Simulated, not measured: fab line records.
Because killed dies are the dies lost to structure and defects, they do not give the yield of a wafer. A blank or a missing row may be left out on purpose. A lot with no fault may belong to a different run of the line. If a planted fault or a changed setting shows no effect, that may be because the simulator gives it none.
What tool caused it? || flow gf180mcu || 12 lots with 36 wafers sampled at 5 steps, on a route of 602 steps

WHAT THE GAUGES SHOWED, per wafer
GF_V4_THK_MEAS_03.
{"lot": "L796", "measured": "day 23 00:35", "on": "film metro-03", "V4_CVD_02_THK (nm)": "828 838 851"}
{"lot": "L798", "measured": "day 23 19:22", "on": "film metro-03", "V4_CVD_02_THK (nm)": "832 837 850"}
{"lot": "L799", "measured": "day 24 07:49", "on": "film metro-02", "V4_CVD_02_THK (nm)": "837 832 847"}
{"lot": "L800", "measured": "day 24 18:14", "on": "film metro-02", "V4_CVD_02_THK (nm)": "833 844 835"}
{"lot": "L802", "measured": "day 25 09:44", "on": "film metro-03", "V4_CVD_02_THK (nm)": "840 843 852"}
{"lot": "L803", "measured": "day 26 05:43", "on": "film metro-03", "V4_CVD_02_THK (nm)": "838 835 851"}
{"lot": "L809", "measured": "day 28 00:13", "on": "film metro-02", "V4_CVD_02_THK (nm)": "835 844 850"}
{"lot": "L808", "measured": "day 28 03:03", "on": "film metro-02", "V4_CVD_02_THK (nm)": "839 859 860"}
{"lot": "L810", "measured": "day 28 22:41", "on": "film metro-04", "V4_CVD_02_THK (nm)": "842 843 855"}
{"lot": "L816", "measured": "day 29 14:02", "on": "film metro-04", "V4_CVD_02_THK (nm)": "851 846 864"}
{"lot": "L818", "measured": "day 30 07:54", "on": "film metro-02", "V4_CVD_02_THK (nm)": "845 851 857"}
{"lot": "L819", "measured": "day 30 13:10", "on": "film metro-02", "V4_CVD_02_THK (nm)": "832 840 854"}

GF_V5_CD_MEAS_14 targets a cd of 260 nm.
{"lot": "L796", "measured": "day 26 19:33", "on": "cd sem-01", "cd nm (nm)": "259.5 258.9 258.8"}
{"lot": "L798", "measured": "day 27 11:56", "on": "cd sem-02", "cd nm (nm)": "259.0 259.5 259.9"}
{"lot": "L799", "measured": "day 28 00:07", "on": "cd sem-02", "cd nm (nm)": "258.9 257.6 258.5"}
{"lot": "L800", "measured": "day 28 09:22", "on": "cd sem-01", "cd nm (nm)": "259.7 261.7 261.9"}
{"lot": "L802", "measured": "day 28 23:04", "on": "cd sem-01", "cd nm (nm)": "259.2 259.5 259.7"}
{"lot": "L803", "measured": "day 29 15:59", "on": "cd sem-01", "cd nm (nm)": "258.6 258.0 257.7"}
{"lot": "L809", "measured": "day 31 06:34", "on": "cd sem-02", "cd nm (nm)": "270.5 270.3 270.8"}
{"lot": "L808", "measured": "day 31 08:56", "on": "cd sem-02", "cd nm (nm)": "274.0 272.8 272.5"}
{"lot": "L810", "measured": "day 32 02:36", "on": "cd sem-02", "cd nm (nm)": "260.3 260.5 260.0"}
{"lot": "L816", "measured": "day 32 17:07", "on": "cd sem-02", "cd nm (nm)": "263.4 261.0 261.7"}
{"lot": "L818", "measured": "day 33 07:35", "on": "cd sem-02", "cd nm (nm)": "258.9 261.3 258.7"}
{"lot": "L819", "measured": "day 33 13:28", "on": "cd sem-02", "cd nm (nm)": "259.5 259.5 260.4"}

WHICH TOOL RAN EACH LOT (tool, then ch and the chambers of the sampled wafers, then the start)
{"lot": "L796", "GF_V3_SPUTTER_21": "pvd sputter-04, day 21 23:23", "GF_V5_CVD_02": "pecvd-02 ch 0,2, day 25 22:14", "GF_V5_EXPOSE_11": "krf scanner-02 ch 0, day 26 09:25"}
{"lot": "L798", "GF_V3_SPUTTER_21": "pvd sputter-03, day 22 19:26", "GF_V5_CVD_02": "pecvd-04 ch 1,2, day 26 15:19", "GF_V5_EXPOSE_11": "krf scanner-01 ch 0, day 27 02:26"}
{"lot": "L799", "GF_V3_SPUTTER_21": "pvd sputter-02, day 23 07:32", "GF_V5_CVD_02": "pecvd-01 ch 0,2, day 27 03:58", "GF_V5_EXPOSE_11": "krf scanner-01 ch 0, day 27 14:02"}
{"lot": "L800", "GF_V3_SPUTTER_21": "pvd sputter-03, day 23 18:17", "GF_V5_CVD_02": "pecvd-02 ch 1,2, day 27 12:57", "GF_V5_EXPOSE_11": "krf scanner-01 ch 0, day 27 23:37"}
{"lot": "L802", "GF_V3_SPUTTER_21": "pvd sputter-03, day 24 10:25", "GF_V5_CVD_02": "pecvd-02 ch 1,2, day 28 03:32", "GF_V5_EXPOSE_11": "krf scanner-02 ch 0, day 28 13:42"}
{"lot": "L803", "GF_V3_SPUTTER_21": "pvd sputter-03, day 25 06:26", "GF_V5_CVD_02": "pecvd-04 ch 0,1, day 28 20:28", "GF_V5_EXPOSE_11": "krf scanner-01 ch 0, day 29 06:32"}
{"lot": "L809", "GF_V3_SPUTTER_21": "pvd sputter-04, day 27 02:36", "GF_V5_CVD_02": "pecvd-02 ch 1,2, day 30 12:02", "GF_V5_EXPOSE_11": "krf scanner-01 ch 0, day 30 21:48"}
{"lot": "L808", "GF_V3_SPUTTER_21": "pvd sputter-02, day 27 05:08", "GF_V5_CVD_02": "pecvd-01 ch 0,2, day 30 14:44", "GF_V5_EXPOSE_11": "krf scanner-01 ch 0, day 31 00:27"}
{"lot": "L810", "GF_V3_SPUTTER_21": "pvd sputter-04, day 28 01:17", "GF_V5_CVD_02": "pecvd-01 ch 0,1,2, day 31 08:44", "GF_V5_EXPOSE_11": "krf scanner-02 ch 0, day 31 18:10"}
{"lot": "L816", "GF_V3_SPUTTER_21": "pvd sputter-02, day 28 17:07", "GF_V5_CVD_02": "pecvd-01 ch 0,2, day 31 23:10", "GF_V5_EXPOSE_11": "krf scanner-02 ch 0, day 32 08:14"}
{"lot": "L818", "GF_V3_SPUTTER_21": "pvd sputter-03, day 29 11:23", "GF_V5_CVD_02": "pecvd-04 ch 0,1, day 32 14:54", "GF_V5_EXPOSE_11": "krf scanner-02 ch 0, day 32 23:44"}
{"lot": "L819", "GF_V3_SPUTTER_21": "pvd sputter-02, day 29 16:48", "GF_V5_CVD_02": "pecvd-01 ch 0,1, day 32 21:10", "GF_V5_EXPOSE_11": "krf scanner-02 ch 0, day 33 05:40"}
- GF_V3_SPUTTER_21: material Ti, target thk 15 nm, time 80.02 s.
- GF_V5_CVD_02: deposits SiO2 from TEOS, target thk 1450 nm, time 163.28 s.
- GF_V5_EXPOSE_11: exposes mask Via5, target cd 260 nm.

AS READ BY THE TOOLS THEMSELVES (means over the sampled wafers that have a number; for cases with no such wafer, the mark the record gives instead)
GF_V3_SPUTTER_21.
{"lot": "L796", "tool": "pvd sputter-04", "substrate temp c (C)": 199.89, "throttle valve pct (%)": 29.6}
{"lot": "L798", "tool": "pvd sputter-03", "substrate temp c (C)": 199.80, "throttle valve pct (%)": 29.1}
{"lot": "L799", "tool": "pvd sputter-02", "substrate temp c (C)": 200.00, "throttle valve pct (%)": 29.4}
{"lot": "L800", "tool": "pvd sputter-03", "substrate temp c (C)": 199.76, "throttle valve pct (%)": 28.6}
{"lot": "L802", "tool": "pvd sputter-03", "substrate temp c (C)": 200.05, "throttle valve pct (%)": 29.6}
{"lot": "L803", "tool": "pvd sputter-03", "substrate temp c (C)": 199.91, "throttle valve pct (%)": 29.6}
{"lot": "L809", "tool": "pvd sputter-04", "substrate temp c (C)": 199.95, "throttle valve pct (%)": 30.1}
{"lot": "L808", "tool": "pvd sputter-02", "substrate temp c (C)": 199.93, "throttle valve pct (%)": 30.0}
{"lot": "L810", "tool": "pvd sputter-04", "substrate temp c (C)": 199.92, "throttle valve pct (%)": 29.3}
{"lot": "L816", "tool": "pvd sputter-02", "substrate temp c (C)": 199.99, "throttle valve pct (%)": 29.1}
{"lot": "L818", "tool": "pvd sputter-03", "substrate temp c (C)": 199.94, "throttle valve pct (%)": 29.4}
{"lot": "L819", "tool": "pvd sputter-02", "substrate temp c (C)": 199.98, "throttle valve pct (%)": 29.9}

GF_V5_CVD_02.
{"lot": "L796", "tool": "pecvd-02", "heater power w (W)": 701, "susceptor temp C (C)": 399.92}
{"lot": "L798", "tool": "pecvd-04", "heater power w (W)": 612, "susceptor temp C (C)": 400.35}
{"lot": "L799", "tool": "pecvd-01", "heater power w (W)": 668, "susceptor temp C (C)": 399.83}
{"lot": "L800", "tool": "pecvd-02", "heater power w (W)": 606, "susceptor temp C (C)": 400.09}
{"lot": "L802", "tool": "pecvd-02", "heater power w (W)": 628, "susceptor temp C (C)": 400.19}
{"lot": "L803", "tool": "pecvd-04", "heater power w (W)": 571, "susceptor temp C (C)": 400.20}
{"lot": "L809", "tool": "pecvd-02", "heater power w (W)": 650, "susceptor temp C (C)": 399.72}
{"lot": "L808", "tool": "pecvd-01", "heater power w (W)": 631, "susceptor temp C (C)": 400.03}
{"lot": "L810", "tool": "pecvd-01", "heater power w (W)": 668, "susceptor temp C (C)": 399.75}
{"lot": "L816", "tool": "pecvd-01", "heater power w (W)": 622, "susceptor temp C (C)": 400.00}
{"lot": "L818", "tool": "pecvd-04", "heater power w (W)": 632, "susceptor temp C (C)": 400.13}
{"lot": "L819", "tool": "pecvd-01", "heater power w (W)": 672, "susceptor temp C (C)": 400.09}

GF_V5_EXPOSE_11.
{"lot": "L796", "tool": "krf scanner-02", "exposure dose mJ cm2": 37.99}
{"lot": "L798", "tool": "krf scanner-01", "exposure dose mJ cm2": 37.99}
{"lot": "L799", "tool": "krf scanner-01", "exposure dose mJ cm2": 37.99}
{"lot": "L800", "tool": "krf scanner-01", "exposure dose mJ cm2": 38.05}
{"lot": "L802", "tool": "krf scanner-02", "exposure dose mJ cm2": 38.00}
{"lot": "L803", "tool": "krf scanner-01", "exposure dose mJ cm2": 38.02}
{"lot": "L809", "tool": "krf scanner-01", "exposure dose mJ cm2": 40.92}
{"lot": "L808", "tool": "krf scanner-01", "exposure dose mJ cm2": 40.89}
{"lot": "L810", "tool": "krf scanner-02", "exposure dose mJ cm2": 38.02}
{"lot": "L816", "tool": "krf scanner-02", "exposure dose mJ cm2": 38.01}
{"lot": "L818", "tool": "krf scanner-02", "exposure dose mJ cm2": 38.00}
{"lot": "L819", "tool": "krf scanner-02", "exposure dose mJ cm2": 38.00}

THE ANSWER, worked out from the rows above alone
Rule: what is usual is taken from the lots themselves. Put in order of their means at a reading, lots are off if they are a third of the lots or fewer, leave a main group of 4 or more, and stand apart from it by a gap of 3 or more times the standard deviation of the main group's means; of several such gaps the widest counts. Not used: any main group whose means are identical at the precision the tables above print for the reading. Also off: a lot with no number at a reading for which 4 or more lots have one. All remaining lots with rows at the step are treated as sound. The gauges are gone through in route order, then the tools' own readings, and for those a lot's mean is taken as printed above. At the first step where some lot is off, the reading lying furthest off is the one used; lots without a number count as furthest.
Off: L809, L808 (GF_V5_CD_MEAS_14, cd nm). Main group: mean 259.7 nm, sd 1.1.
If a tool, at a process step before that reading, ran all the lots that are off and no sound lot after the first of them, it fits. The gauges at GF_V5_CD_MEAS_14 aren't tried: what is off there is off at GF_V5_EXPOSE_11 too, on other tools, and a gauge's error can't cause that. One candidate fits, namely krf scanner-01 at GF_V5_EXPOSE_11. A fault onset in the window from L803 (day 29 06:32, its last sound lot) to L809 (day 30 21:48, its first lot off) fits.
On the lots that are off, the tool's own readings at GF_V5_EXPOSE_11 differ by more than 5 times the standard deviation of the sound lots' means, which bears it out; exposure dose mJ cm2 reads 40.91 there versus 38.01 on the sound lots.

WHAT THE SIMULATOR PUT IN
Process parameter drift: krf scanner-01, from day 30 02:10 on, at GF_V5_EXPOSE_11. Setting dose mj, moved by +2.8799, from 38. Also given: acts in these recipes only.
Struck lots among those shown: L809, L808. Same finding as the rule above.
